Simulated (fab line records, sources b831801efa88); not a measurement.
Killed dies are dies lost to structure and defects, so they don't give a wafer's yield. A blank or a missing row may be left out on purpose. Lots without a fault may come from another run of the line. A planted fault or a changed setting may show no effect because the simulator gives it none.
Which tool did it? | flow gf180mcu | 14 lots, 42 wafers sampled, at 3 steps of a route of 602

WHAT THE GAUGES READ, wafer by wafer
The record holds no reading of a measuring or inspecting step that can be judged against a usual standard deviation.

WHICH TOOL RAN EACH LOT (tool, then ch and the chambers of the sampled wafers, then the start)
lot  | GF_V2_PEB_12                      | GF_V2_ETCH_17                                 | GF_M3_SPUTTER_02
L664 | litho_track-01 ch 0, day 20 10:36 | rie_diel-02 ch 1,2, day 20 12:29 or earlier   | pvd_sputter-03, day 20 12:29
L666 | litho_track-04 ch 0, day 21 06:44 | rie_diel-04 ch 1,3, day 21 08:41 or earlier   | pvd_sputter-03, day 21 08:41
L668 | litho_track-04 ch 0, day 22 00:47 | rie_diel-03 ch 2,3, day 22 02:47 or earlier   | pvd_sputter-01, day 22 02:47
L669 | litho_track-01 ch 0, day 22 09:42 | rie_diel-04 ch 0,1,2, day 22 11:43 or earlier | pvd_sputter-01, day 22 11:43
L670 | litho_track-01 ch 0, day 22 16:12 | rie_diel-03 ch 0,1,3, day 22 18:24 or earlier | pvd_sputter-01, day 22 18:24
L671 | litho_track-03 ch 0, day 23 07:56 | rie_diel-04 ch 1,3, day 23 09:58 or earlier   | pvd_sputter-03, day 23 09:58
L672 | litho_track-03 ch 0, day 23 16:01 | rie_diel-02 ch 0,1,3, day 23 17:59 or earlier | pvd_sputter-01, day 23 17:59
L675 | litho_track-04 ch 0, day 24 16:11 | rie_diel-03 ch 1,2,3, day 24 18:08 or earlier | pvd_sputter-03, day 24 18:08
L681 | litho_track-04, day 26 13:14      | rie_diel-04 ch 1,2,3, no start                | -
L682 | litho_track-04, day 26 16:35      | rie_diel-02 ch 1,2, no start                  | -
L683 | litho_track-01 ch 0, day 27 04:00 | rie_diel-04 ch 0,1,2, day 27 06:01 or earlier | pvd_sputter-01, day 27 06:01
L684 | litho_track-04 ch 0, day 27 07:52 | rie_diel-03 ch 0,1,3, day 27 09:47 or earlier | pvd_sputter-01, day 27 09:47
L686 | litho_track-04 ch 0, day 27 22:25 | rie_diel-02 ch 0,1,3, day 28 00:20 or earlier | pvd_sputter-03, day 28 00:20
L687 | litho_track-03 ch 0, day 28 05:28 | rie_diel-03 ch 0,2, day 28 07:26 or earlier   | pvd_sputter-02, day 28 07:26
- GF_V2_PEB_12: peb time 90 s.
- GF_V2_ETCH_17: etches SiO2 in C4F8/O2/Ar, stops on TiN, target depth 630 nm.
- GF_M3_SPUTTER_02: material AlCu, target thk 450 nm, time 23.9 s.

WHAT THE TOOLS THEMSELVES READ (means of the sampled wafers that have a number; where no wafer has one, the mark that the record gives instead)
GF_V2_PEB_12. Usual: chill_plate_temp_C 23.00 C, standard deviation 0.11; exhaust_pa 44.7 Pa, standard deviation 0.87; resist_line_temp_C 23.00 C, standard deviation 0.1.
lot  | tool           | chill_plate_temp_C (C) | exhaust_pa (Pa) | resist_line_temp_C (C) | flag
L664 | litho_track-01 | 22.98                  | 45.2            | 22.94                  |
L666 | litho_track-04 | 22.99                  | 46.4            | 23.18                  |
L668 | litho_track-04 | 22.96                  | 45.0            | 22.99                  |
L669 | litho_track-01 | 23.13                  | 44.8            | 22.96                  |
L670 | litho_track-01 | 22.79                  | 44.7            | 23.14                  |
L671 | litho_track-03 | 23.02                  | 44.4            | 22.92                  |
L672 | litho_track-03 | 23.16                  | 45.1            | 22.94                  |
L675 | litho_track-04 | 23.03                  | 44.7            | 23.02                  |
L681 | litho_track-04 | -                      | -               | -                      | OFF
L682 | litho_track-04 | -                      | -               | -                      | OFF
L683 | litho_track-01 | 22.94                  | 44.8            | 22.97                  |
L684 | litho_track-04 | 23.04                  | 43.3            | 22.92                  |
L686 | litho_track-04 | 23.02                  | 43.6            | 23.08                  |
L687 | litho_track-03 | 23.18                  | 45.0            | 23.02                  |

GF_V2_ETCH_17. Usual: oes_product_au 0.855 a.u., standard deviation 0.005.
lot  | tool        | oes_product_au (a.u.) | flag
L664 | rie_diel-02 | 0.860                 |
L666 | rie_diel-04 | 0.857                 |
L668 | rie_diel-03 | 0.855                 |
L669 | rie_diel-04 | 0.856                 |
L670 | rie_diel-03 | 0.859                 |
L671 | rie_diel-04 | 0.856                 |
L672 | rie_diel-02 | 0.853                 |
L675 | rie_diel-03 | 0.854                 |
L681 | rie_diel-04 | 0.863                 |
L682 | rie_diel-02 | 0.855                 |
L683 | rie_diel-04 | 0.854                 |
L684 | rie_diel-03 | 0.859                 |
L686 | rie_diel-02 | 0.851                 |
L687 | rie_diel-03 | 0.855                 |

GF_M3_SPUTTER_02. Usual: throttle_valve_pct 30.5 %, standard deviation 1.2.
lot  | tool           | throttle_valve_pct (%) | flag
L664 | pvd_sputter-03 | 29.9                   |
L666 | pvd_sputter-03 | 31.2                   |
L668 | pvd_sputter-01 | 30.7                   |
L669 | pvd_sputter-01 | 30.9                   |
L670 | pvd_sputter-01 | 30.8                   |
L671 | pvd_sputter-03 | 30.5                   |
L672 | pvd_sputter-01 | 30.7                   |
L675 | pvd_sputter-03 | 30.4                   |
L683 | pvd_sputter-01 | 31.0                   |
L684 | pvd_sputter-01 | 30.8                   |
L686 | pvd_sputter-03 | 30.8                   |
L687 | pvd_sputter-02 | 29.5                   |

THE ANSWER, worked out from the rows above alone
Rule: a lot is off if the mean of its wafers that have a number lies more than 3 standard deviations from the usual mean. A lot without any number at a reading at which 4 lots or more have one is off too. The other lots that the step has rows for count as sound. The gauges are gone through in route order, then the tools' own readings, and for those a lot's mean is taken as printed above. The first step at which some lot is off is used, and at that step the reading that is off furthest; a lot without a number counts as furthest.
Off: L681, L682, at GF_V2_PEB_12 (chill_plate_temp_C). Without a number there: L681, L682.
A tool fits if, at that step or a process step before it, it ran every lot that is off, and no sound lot after the first of them. None of those tried fits.

WHAT THE SIMULATOR HAD PUT IN
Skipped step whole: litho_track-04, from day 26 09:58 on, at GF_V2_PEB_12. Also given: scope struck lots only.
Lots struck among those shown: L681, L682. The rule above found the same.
